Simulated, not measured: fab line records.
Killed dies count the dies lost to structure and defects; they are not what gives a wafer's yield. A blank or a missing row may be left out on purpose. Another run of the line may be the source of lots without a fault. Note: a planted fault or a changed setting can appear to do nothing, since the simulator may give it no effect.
Struck lot and sound lot, side by side    flow sky130    37 out of 708 route steps
Sound: the wafers L179.2, L179.5, L179.6. Struck: wafers L191.1, L191.2, L191.3. At the end, the cause is stated.
At each step with rows: each side's tool, then ch and its chambers, then its first start. Under that, the readings that differ: sound wafers    struck wafers    difference of the means    sigmas: that difference in standard deviations of wafers without a fault.
alike: readings whose means differ by less than 2 such deviations, and words and numbers that are the same on both sides. not compared: withheld readings, readings that some wafer has no value for, bounds like >300 that may hide the same value, and numbers for which the record gives no deviation and whose values overlap.
The two part at a step that has a row with sigmas, a row that says differs or no value, or rows on one side only. Non-overlapping numbers with no deviation appear without sigmas and do not part them. A reading that every wafer of one side lacks parts them only if that side has two wafers or more.

first, 10 steps without rows for these wafers: SKY_DNWELL_DEVELOP_06 (develop time 60 s); SKY_DNWELL_IMPLANT_07; SKY_DNWELL_STRIP_08 (strips in O2/N2); SKY_PWDE_DEHYDRATE_00 (time 60 s); SKY_PWDE_HMDS_01 (prime time 60 s); SKY_PWDE_COAT_02 (resist thk 3000 nm); SKY_PWDE_SOFTBAKE_03; SKY_PWDE_EXPOSE_04 (exposes mask PWDEM, target cd 840 nm); SKY_PWDE_PEB_05; SKY_PWDE_DEVELOP_06 (develop time 60 s).
SKY_PWDE_IMPLANT_08:
  sound on implanter-02 ch 0, day 4 08:02; struck on implanter-04 ch 0, day 7 07:34
  alike: end station pressure torr
then, 1 step without rows for these wafers: SKY_PWDE_STRIP_09 (strips in O2/N2).
SKY_PWDE_TW_MEAS_10:
  sound on film metro-03 at day 4 08:17; struck on film metro-04 at day 7 07:49
reading  sound        struck       difference  sigmas
PWDE_TW  373 371 373  463 463 468  +92         +21
then, 22 steps without rows for these wafers: SKY_NWELL_DEHYDRATE_03 (time 60 s); SKY_NWELL_HMDS_04 (prime time 60 s); SKY_NWELL_COAT_05 (resist thk 3000 nm); SKY_NWELL_SOFTBAKE_06; SKY_NWELL_EXPOSE_07 (exposes mask NWM, target cd 840 nm); SKY_NWELL_PEB_08; SKY_NWELL_DEVELOP_09 (develop time 60 s); SKY_NWELL_IMPLANT_11; SKY_NWELL_IMPLANT_12; SKY_NWELL_IMPLANT_13; SKY_NWELL_STRIP_14 (strips in O2/N2); SKY_NWELL_DEHYDRATE_16 (time 60 s); SKY_NWELL_HMDS_17 (prime time 60 s); SKY_NWELL_COAT_18 (resist thk 3000 nm); SKY_NWELL_SOFTBAKE_19; SKY_NWELL_EXPOSE_20 (exposes mask NWM COMPLEMENT, target cd 840 nm); SKY_NWELL_PEB_21; SKY_NWELL_DEVELOP_22 (develop time 60 s); SKY_NWELL_IMPLANT_24; SKY_NWELL_STRIP_25 (strips in O2/N2); SKY_NWELL_CLEAN_27 (cleans in SC1/SC2, time 150 s); SKY_NWELL_RTA_28 (time 30 s).
SKY_NWELL_RS_MEAS_31: measurement is done with a four-point probe.
  sound on film metro-04 at day 5 21:22; struck on film metro-04 at day 8 23:14
reading           sound           struck          difference  sigmas
PWDE_RS (ohm/sq)  5263 5286 5275  3114 3119 3118  -2158       -99 or more
-- the record jumps here: 40 days lie between the struck wafers' starts before and after (it left off in module NWELL and takes up again in module PAD_OPEN, whose first step shown is number 708 of the route) --
SKY_PAD_OPEN_PROBE_99:
  sound on prober-01 at day 46 08:46; struck on prober-01 at day 49 05:28
reading                                    sound                          struck          difference  sigmas
killed at front end                        21 25 22                       11 13 15        -10         -2
model.etest.res_p_drift_20v.line ohm um    1.167e+04 1.097e+04 1.133e+04  6767 6398 6517  -4763       
model.etest.res_p_drift_20v.rs ohm sq      9676 9043 9364                 5604 5272 5278  -3976       
model.etest.res pwde under gate.rs ohm sq  6178 6237 6161                 3374 3357 3351  -2831       
  alike: killed_at_M0_to_M3, killed_at_M4_up, killed at contacts, killed at other, killed dies, killed on rim, killed open, killed short

== WHERE THEY PART ==
Earliest at SKY_PWDE_TW_MEAS_10; latest, in this record, at SKY_PAD_OPEN_PROBE_99.

WHY: whatever the simulator had introduced
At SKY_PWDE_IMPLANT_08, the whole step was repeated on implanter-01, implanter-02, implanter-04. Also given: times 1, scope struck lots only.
